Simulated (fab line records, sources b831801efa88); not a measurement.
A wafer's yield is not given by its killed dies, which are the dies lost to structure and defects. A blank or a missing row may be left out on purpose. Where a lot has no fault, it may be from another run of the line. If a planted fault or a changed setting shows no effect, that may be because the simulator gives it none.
A lot that was struck, set against a sound lot | flow sky130 | 28 steps out of a route of 708
Sound: the wafers L895.2, L895.4, L895.6. The struck wafers were L891.1, L891.4, L891.5. Last of all comes the cause.
For every step that has rows: the tool of each side, followed by ch and its chambers, followed by its first start. Under that, the readings that differ: sound wafers | struck wafers | difference of the means | sigmas: that difference in standard deviations of wafers without a fault.
alike: readings with means less than 2 such deviations apart, plus words and numbers identical on both sides. not compared: withheld readings, readings lacking a value on some wafer, bounds such as >300 that could conceal the same value, and numbers that have no deviation in the record and whose values overlap.
Wherever a step has rows on one side only, a row that says differs or no value, or a row with sigmas, the two part there. Non-overlapping numbers with no deviation appear without sigmas and do not part them. A reading that every wafer of one side lacks parts them only if that side has two wafers or more.

first, 1 step without rows for these wafers: SKY_VT_ADJUST_LVTN_IMPLANT_08.
SKY_VT_ADJUST_LVTN_STRIP_09: strips in O2/N2.
  sound on plasma asher-02 ch 0,1, day 9 10:49; struck on plasma asher-02 ch 0,1, day 7 23:48
  alike: chamber pressure mTorr, drypump motor current A, oes product au, strip time to endpoint s
  not compared: rf hours counter h
SKY_VT_ADJUST_LVTN_TW_MEAS_10:
  sound on film metro-01, day 9 10:56; struck on film metro-01, day 7 23:54
  alike: VT_ADJUST_LVTN_TW
then, 7 steps without rows for these wafers: SKY_VT_ADJUST_LVTN_DEHYDRATE_11 (time 60 s); SKY_VT_ADJUST_LVTN_HMDS_12 (prime time 60 s); SKY_VT_ADJUST_LVTN_COAT_13 (resist thk 1140 nm); SKY_VT_ADJUST_LVTN_SOFTBAKE_14 (time 60 s); SKY_VT_ADJUST_LVTN_EXPOSE_15 (exposes mask HVN STD DERIVED, target cd 600 nm); SKY_VT_ADJUST_LVTN_PEB_16; SKY_VT_ADJUST_LVTN_DEVELOP_17 (develop time 60 s).
SKY_VT_ADJUST_LVTN_OVL_MEAS_18:
  sound on overlay-01, day 10 09:40; struck on overlay-01, day 8 22:44
  alike: VT_ADJUST_LVTN_01_OVL
after that, 1 step had no rows for these wafers: SKY_VT_ADJUST_LVTN_IMPLANT_19.
SKY_VT_ADJUST_LVTN_STRIP_20: strips in O2/N2.
  sound on plasma asher-03 ch 0,1, day 10 09:51; struck on plasma asher-03 ch 0,1, day 8 23:04
  no value came back on the struck wafers for chamber pressure mTorr (mTorr), drypump motor current A (A), oes product au (a.u.), strip time to endpoint s (s); on the sound wafers chamber pressure mTorr (mTorr) reads 1503.3 1501.7 1500.0
  reading                                             | sound | struck         | difference | sigmas
  model.NOVOLAK_of_VT_ADJUST_LVTN_COAT_13.thk nm (nm) | 0 0 0 | 1138 1141 1140 | +1140      |
  not compared: rf hours counter h
SKY_VT_ADJUST_LVTN_TW_MEAS_21:
  sound on film metro-04, day 10 09:58; struck on film metro-02, day 8 23:10
  alike: VT_ADJUST_LVTN_2_TW
then, 7 steps without rows for these wafers: SKY_VT_ADJUST_NCORE_DEHYDRATE_00 (time 60 s); SKY_VT_ADJUST_NCORE_HMDS_01 (prime time 60 s); SKY_VT_ADJUST_NCORE_COAT_02 (resist thk 1140 nm); SKY_VT_ADJUST_NCORE_SOFTBAKE_03 (time 60 s); SKY_VT_ADJUST_NCORE_EXPOSE_04 (exposes mask LVTN COMPLEMENT THIN, target cd 380 nm); SKY_VT_ADJUST_NCORE_PEB_05; SKY_VT_ADJUST_NCORE_DEVELOP_06 (develop time 60 s).
SKY_VT_ADJUST_NCORE_CD_MEAS_07 targets a cd of 380 nm.
  sound on cd sem-02, day 11 08:16; struck on cd sem-02, day 9 23:05
  alike: cd nm
SKY_VT_ADJUST_NCORE_OVL_MEAS_08:
  sound on overlay-02, day 11 08:22; struck on overlay-01, day 9 23:13
  reading                  | sound          | struck        | difference | sigmas
  VT_ADJUST_NCORE_OVL (nm) | -3.5 -2.5 -2.5 | 2.0 -1.1 -0.3 | +3.0       | +2
after that, 1 step had no rows for these wafers: SKY_VT_ADJUST_NCORE_IMPLANT_09.
SKY_VT_ADJUST_NCORE_STRIP_10: strips in O2/N2.
  sound on plasma asher-02 ch 0,1, day 11 08:33; struck on plasma asher-01 ch 0, day 9 23:23
  reading                      | sound             | struck            | difference | sigmas
  drypump motor current A (A)  | 5.9 5.7 5.7       | 5.1 5.1 5.1       | -0.7       | -2
  strip time to endpoint s (s) | 14.17 14.16 14.17 | 31.33 31.37 31.35 | +17.18     | +99 or more
  alike: chamber pressure mTorr, oes product au
  not compared: rf hours counter h
SKY_VT_ADJUST_NCORE_TW_MEAS_11:
  sound on film metro-03, day 11 08:40; struck on film metro-02, day 9 23:29
  reading            | sound             | struck         | difference | sigmas
  VT_ADJUST_NCORE_TW | 215.6 216.4 216.0 | 29.4 29.5 29.3 | -186.6     | -99 or more
then, 1 step without rows for these wafers: SKY_VT_ADJUST_HVTR_DEHYDRATE_00 (time 60 s).
-- the record jumps here: 37 days lie between the struck wafers' starts before and after (it left off in module VT_ADJUST_HVTR and takes up again in module PAD_OPEN, whose first step shown is number 708 of the route) --
SKY_PAD_OPEN_PROBE_99:
  sound on prober-02, day 48 13:34; struck on prober-02, day 47 08:14
  reading                                | sound                        | struck                        | difference | sigmas
  model.etest.pfet_16v.r on ohm um       | 1.46e+04 1.537e+04 1.516e+04 | 1.66e+04 1.688e+04 1.712e+04  | +1.82e+03  |
  model.etest.nfet_16v.r on ohm um       | 1.414e+04 1.4e+04 1.397e+04  | 1.222e+04 1.232e+04 1.256e+04 | -1.670e+03 |
  model.etest.pfet g5v0d10v5.r on ohm um | 4774 4803 4736               | 6096 6004 6098                | +1295      |
  model.etest.tip p.rs ohm sq            | 6666 6658 6666               | 7655 7632 7739                | +1012      |
  model.etest.pfet_01v8.r on ohm um      | 2870 2840 2827               | 3381 3442 3455                | +580       |
  model.etest.tip_p_5v.rs ohm sq         | 2837 2852 2835               | 3070 3084 3070                | +233       |
  model.etest.pfet g5v0d10v5.drive ua um | 342.9 336 343.9              | 243.6 247.6 245.5             | -95.4      |
  model.etest.nfet_01v8.drive ua um      | 465.3 477.6 479.5            | 575.8 578.5 576.3             | +102.7     |

## WHERE THEY PART
First at SKY_VT_ADJUST_LVTN_STRIP_20; last, within this record, at SKY_VT_ADJUST_NCORE_TW_MEAS_11.

WHY: what had been put in by the simulator
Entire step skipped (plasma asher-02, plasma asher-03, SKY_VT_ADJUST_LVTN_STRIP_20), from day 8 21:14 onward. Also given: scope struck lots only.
